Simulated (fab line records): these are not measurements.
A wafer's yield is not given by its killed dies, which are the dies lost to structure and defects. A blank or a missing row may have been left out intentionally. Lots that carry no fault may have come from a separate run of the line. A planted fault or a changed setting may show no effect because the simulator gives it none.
One fault through the eyes of 2 desks :: flow gf180mcu :: each desk holds nothing but its own numbers, with what lay behind them at the end

## TOOL OWNER'S DESK, cvdW-01
The tool's own readings at GF_CONTACT_CVD_24 (deposits W, target thk 300 nm, time 90.339 s): means of the sampled wafers that have a number, for each lot that ran on this tool. A lot is out of limits, marked OUT, if its mean lies more than 4 standard deviations from the usual mean; the brackets give that distance.
Columns: A = chamberPressureTorr at GF_CONTACT_CVD_24, usual 40.01 Torr; B = heaterPowerW at GF_CONTACT_CVD_24, usual 899 W; C = susceptorTempC at GF_CONTACT_CVD_24, usual 399.97 C
lot: L338
first seen here: day 17 04:08
A: 40.09
B: 915
C: 400.02

lot: L339
first seen here: day 17 11:56
A: 39.98
B: 980
C: 392.92 (-31) OUT

lot: L341
first seen here: day 18 06:53
A: 39.91
B: 936
C: 395.12 (-21) OUT

lot: L349
first seen here: day 21 07:19
A: 39.90
B: 934
C: 400.01

lot: L354
first seen here: day 22 21:14
A: 39.87
B: 929
C: 399.74

lot: L356
first seen here: day 23 17:32
A: 40.06
B: 930
C: 399.87

lot: L355
first seen here: day 23 19:56
A: 40.00
B: 975
C: 400.02

lot: L357
first seen here: day 23 20:49
A: 40.02
B: 933
C: 400.08
This desk finds L339, L341 out of limits, L339 being first, at day 17 11:56 (susceptorTempC at GF_CONTACT_CVD_24). In limits: L338, L349, L354, L356, L355, L357.

## THE METROLOGY DESK
Lot by lot, what the gauges showed, no matter which tool ran the lot: averages of those sampled wafers that carry a number. A lot is out of limits, marked OUT, if its mean lies more than 4 standard deviations from the usual mean; the brackets give that distance.
Columns: A = CONTACT_CVD_02_THK at GF_CONTACT_THK_MEAS_03, usual 861 nm; B = CONTACT_W_RS at GF_CONTACT_RS_MEAS_25, usual 0.384 ohm/sq; C = CONTACT_W_THK at GF_CONTACT_THK_MEAS_26, usual 302 nm
lot: L338
first seen here: day 16 04:12
A: 855
B: 0.381
C: 299

lot: L339
first seen here: day 16 11:46
A: 857
B: 0.437 (+11) OUT
C: 268 (-8.0) OUT

lot: L341
first seen here: day 17 06:40
A: 859
B: 0.420 (+7.4) OUT
C: 276 (-6.2) OUT

lot: L344
first seen here: day 18 06:08
A: 857
B: 0.390
C: 294

lot: L349
first seen here: day 20 05:49
A: 855
B: 0.380
C: 305

lot: L351
first seen here: day 20 17:04
A: 858
B: 0.383
C: 305

lot: L353
first seen here: day 21 15:04
A: 865
B: 0.389
C: 304

lot: L354
first seen here: day 21 20:44
A: 859
B: 0.384
C: 300

lot: L356
first seen here: day 22 18:04
A: 850
B: 0.381
C: 302

lot: L355
first seen here: day 22 20:09
A: 860
B: 0.383
C: 299

lot: L357
first seen here: day 22 21:04
A: 862
B: 0.390
C: 297
This desk reports L339, L341 out of limits; the earliest was L339 at day 17 12:03 (CONTACT_W_RS at GF_CONTACT_RS_MEAS_25). In limits: L338, L344, L349, L351, L353, L354, L356, L355, L357.

## ALL TOGETHER
The tool owner's desk had the chance to raise an alarm at day 17 11:56 on L339, L341.
On L339, L341, the metrology desk was in a position to raise an alarm at day 17 12:03.
On cvdW-01, each named lot ran GF_CONTACT_CVD_24.

## WHAT THE SIMULATOR HAD INSERTED
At GF_CONTACT_CVD_24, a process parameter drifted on cvdW-01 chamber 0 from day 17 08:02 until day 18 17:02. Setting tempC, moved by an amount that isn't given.
Struck lots among those shown: L339, L341.
Delay (hours) between the fault's onset and each desk's first out-of-limits reading: 4 at the tool owner's desk, 4 at the metrology desk.
